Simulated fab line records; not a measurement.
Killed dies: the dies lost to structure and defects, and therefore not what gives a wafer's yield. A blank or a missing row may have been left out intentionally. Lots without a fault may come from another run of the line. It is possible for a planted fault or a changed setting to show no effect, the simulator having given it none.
Struck lot and sound lot, side by side ; flow sky130 ; 15 out of 708 route steps
Sound: wafers L457.1, L457.2, L457.6. Wafers L450.1, L450.4, L450.5 were the ones struck. The cause is given at the end.
Each step with rows lists, per side, the tool, then ch with its chambers, then its first start. Under that, the readings that differ: sound wafers ; struck wafers ; difference of the means ; sigmas: that difference in standard deviations of wafers without a fault.
alike: words and numbers the same on both sides, and readings whose means are apart by under 2 such deviations; not compared: readings that were withheld, readings missing a value for some wafer, numbers with overlapping values and no deviation given by the record, and bounds like >300 which may hide the same value.
Wherever a step has rows on one side only, a row that says differs or no value, or a row with sigmas, the two part there. Numbers that don't overlap but have no deviation are shown without sigmas and don't part them. A reading that every wafer of one side lacks parts them only if that side has two wafers or more.

SKY_CONTACT_ETCH_17: etches SiO2 in C4F8/O2/Ar, stops on Si3N4, target depth 340 nm.
  sound on rie diel-04 ch 0,1,3, day 37 03:58; struck on rie diel-03 ch 0,2,3, day 34 23:59
  alike: oes product au
then, 1 step without rows for these wafers: SKY_CONTACT_ETCH_18 (etches Si3N4 in CHF3/O2, stops on TiN, time 39 s, target depth 75 nm).
SKY_CONTACT_STRIP_19: strips in O2/N2.
  sound on plasma asher-01 ch 0,1, day 37 04:04; struck on plasma asher-01 ch 1, day 35 00:05
  alike: drypump motor current A, oes product au, strip time to endpoint s
  not compared: rf hours counter h
then, 3 steps without rows for these wafers: SKY_CONTACT_STRIP_20 (strips in post etch residue remover, time 1200 s); SKY_CONTACT_CLEAN_21 (cleans in IPA, time 180 s); SKY_CONTACT_CLEAN_22 (cleans in O3/DIW).
SKY_CONTACT_SPUTTER_23: material TiN, target thk 20 nm, time 80 s.
  sound on pvd sputter-01 at day 37 04:40; struck on pvd sputter-02 at day 35 00:40
  alike: chamber pressure pa, throttle valve pct
then, 1 step without rows for these wafers: SKY_CONTACT_CVD_24 (deposits W, target thk 340 nm, time 102.12 s).
SKY_CONTACT_RS_MEAS_25: uses a four-point probe to measure.
  sound on film metro-04 at day 37 04:50; struck on film metro-01 at day 35 00:50
  alike: CONTACT_W_RS
SKY_CONTACT_THK_MEAS_26: measures by xrf.
  sound on film metro-04 at day 37 04:57; struck on film metro-01 at day 35 00:58
  alike: CONTACT_W_THK
then, 1 step without rows for these wafers: SKY_CONTACT_CMP_27 (polishes, stops on SiO2, t overpolish 15 s, target thk 0 nm).
SKY_METAL1_SPUTTER_00: material Ti, target thk 15 nm, time 10 s.
  sound on pvd sputter-02 at day 37 05:23; struck on pvd sputter-04 at day 35 01:19
  alike: chamber pressure pa, throttle valve pct
SKY_METAL1_SPUTTER_01: material TiN, target thk 20 nm, time 16.7 s.
  sound on pvd sputter-02 at day 37 05:24; struck on pvd sputter-04 at day 35 01:20
reading;sound;struck;difference;sigmas
chamber pressure pa (Pa);0.4003 0.4005 0.3998;0.4181 0.4176 0.4199;+0.0183;+24
  alike: throttle valve pct
SKY_METAL1_SPUTTER_02: material AlCu, target thk 250 nm, time 13.3 s.
  sound on pvd sputter-02 at day 37 05:26; struck on pvd sputter-04 at day 35 01:22
  alike: chamber pressure pa, throttle valve pct
-- the record jumps here: 13 days lie between the struck wafers' starts before and after (it left off in module METAL1 and takes up again in module PAD_OPEN, whose first step shown is number 708 of the route) --
SKY_PAD_OPEN_PROBE_99:
  sound on prober-01 at day 49 23:38; struck on prober-02 at day 48 08:51
  alike: defect limited yield, killed_at_M0_to_M3, killed_at_M4_up, killed at contacts, killed at front end, killed at other, killed dies, killed open, killed short, sort_bin_3_pad_short, sort_bin_5_function, sort_bin_6_memory, sort n pass, sort yield pct

== WHERE THEY PART ==
SKY_METAL1_SPUTTER_01 only, going by this record. Later steps at which nothing parts them and some readings are alike: SKY_METAL1_SPUTTER_02, SKY_PAD_OPEN_PROBE_99.

WHY: what had been put in by the simulator
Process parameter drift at SKY_METAL1_SPUTTER_01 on pvd sputter-04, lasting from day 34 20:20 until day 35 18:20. From 0.4, the setting chamber pressure pa moved by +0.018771. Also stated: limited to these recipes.
